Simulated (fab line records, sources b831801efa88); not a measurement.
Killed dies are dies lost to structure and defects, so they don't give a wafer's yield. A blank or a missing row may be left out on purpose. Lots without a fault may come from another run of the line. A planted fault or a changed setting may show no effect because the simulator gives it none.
Tool commonality check | flow gf180mcu | 14 lots, 42 wafers sampled

WHY IT WAS OPENED
At GF_DUAL_GATE_THK_MEAS_03 the reading DUAL_GATE_OXIDATION_00_THK is flagged on 2 of 14 lots. Wafers without a fault read 10.84 nm, standard deviation 0.18.
Rule: a lot is flagged when every wafer of it that has a number lies more than 4 standard deviations from that mean, or none has a number. The other lots count as sound.

lot  | measured     | on            | DUAL_GATE_OXIDATION_00_THK (nm), wafer by wafer | flag
L297 | day 7 17:10  | film_metro-01 | 10.97 11.17 11.10                               |
L299 | day 8 04:55  | film_metro-03 | 11.13 11.00 10.97                               |
L300 | day 8 16:06  | film_metro-01 | 10.90 10.70 10.72                               |
L301 | day 8 19:40  | film_metro-03 | 10.63 10.41 10.66                               |
L302 | day 9 03:10  | film_metro-01 | 10.69 10.78 10.67                               |
L304 | day 9 16:02  | film_metro-03 | 10.78 10.60 10.59                               |
L305 | day 9 20:53  | film_metro-04 | 10.65 10.63 10.76                               |
L306 | day 10 02:46 | film_metro-04 | 10.74 10.74 10.90                               |
L307 | day 10 12:13 | film_metro-03 | 10.97 10.85 10.78                               |
L308 | day 10 18:16 | film_metro-04 | 10.75 10.79 10.64                               |
L309 | day 11 00:14 | film_metro-04 | 11.25 11.20 11.13                               |
L312 | day 11 20:25 | film_metro-04 | 9.17 9.38 9.10                                  | FLAGGED
L316 | day 12 23:58 | film_metro-01 | 9.47 9.46 9.42                                  | FLAGGED
L319 | day 13 22:23 | film_metro-01 | 10.71 10.71 10.95                               |
The numbers of the flagged lots are 9.33 nm on average: -1.51 nm against the usual, or -8 standard deviations.

WHICH TOOL RAN EACH LOT
The record holds 1 process step before the reading, out of a route of 602 steps. In each cell: the tool, then ch and the chambers that the sampled wafers went through, then the start.
lot  | flag    | GF_DUAL_GATE_OXIDATION_02
L297 |         | furnace-01 ch 0, day 7 15:43
L299 |         | furnace-01 ch 0, day 8 03:28
L300 |         | furnace-01 ch 0, day 8 14:38
L301 |         | furnace-02 ch 0, day 8 18:13
L302 |         | furnace-01 ch 0, day 9 01:42
L304 |         | furnace-01 ch 0, day 9 14:35
L305 |         | furnace-02 ch 0, day 9 19:26
L306 |         | furnace-02 ch 0, day 10 01:19
L307 |         | furnace-02 ch 0, day 10 10:46
L308 |         | furnace-02 ch 0, day 10 16:50
L309 |         | furnace-02 ch 0, day 10 22:46
L312 | FLAGGED | furnace-02 ch 0, day 11 18:58
L316 | FLAGGED | furnace-02 ch 0, day 12 22:31
L319 |         | furnace-01 ch 0, day 13 20:56
What these steps do:
- GF_DUAL_GATE_OXIDATION_02: stabilise 600 s, purge 300 s, target thk 10.887 nm.
- GF_DUAL_GATE_THK_MEAS_03

FLAGGED OVER TOTAL, TOOL BY TOOL (the gauges that took the reading come last)
step                      | tool          | lots run | flagged | share of the flagged lots | sound lots run after its first flagged lot
GF_DUAL_GATE_OXIDATION_02 | furnace-01    | 6        | 0       | none                      | -
GF_DUAL_GATE_OXIDATION_02 | furnace-02    | 8        | 2       | all                       | 0
GF_DUAL_GATE_THK_MEAS_03  | film_metro-01 | 5        | 1       | some                      | 1 (L319)
GF_DUAL_GATE_THK_MEAS_03  | film_metro-03 | 4        | 0       | none                      | -
GF_DUAL_GATE_THK_MEAS_03  | film_metro-04 | 5        | 1       | some                      | 0

WHAT THE TABLE ALLOWS
1 row of the table ran every flagged lot: furnace-02 at GF_DUAL_GATE_OXIDATION_02.
- furnace-02 at GF_DUAL_GATE_OXIDATION_02: 2 of its 8 lots flagged. Its last sound lot is L309 (day 10 22:46), its first flagged lot L312 (day 11 18:58): a fault that began between those two fits.
One tool is left: furnace-02 at GF_DUAL_GATE_OXIDATION_02.

WHAT THE SIMULATOR HAD PUT IN
Process parameter drift: furnace-02, from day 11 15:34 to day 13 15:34, at GF_DUAL_GATE_OXIDATION_02. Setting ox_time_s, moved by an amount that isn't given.
Lots struck among those shown: L312, L316. The rule above found the same.
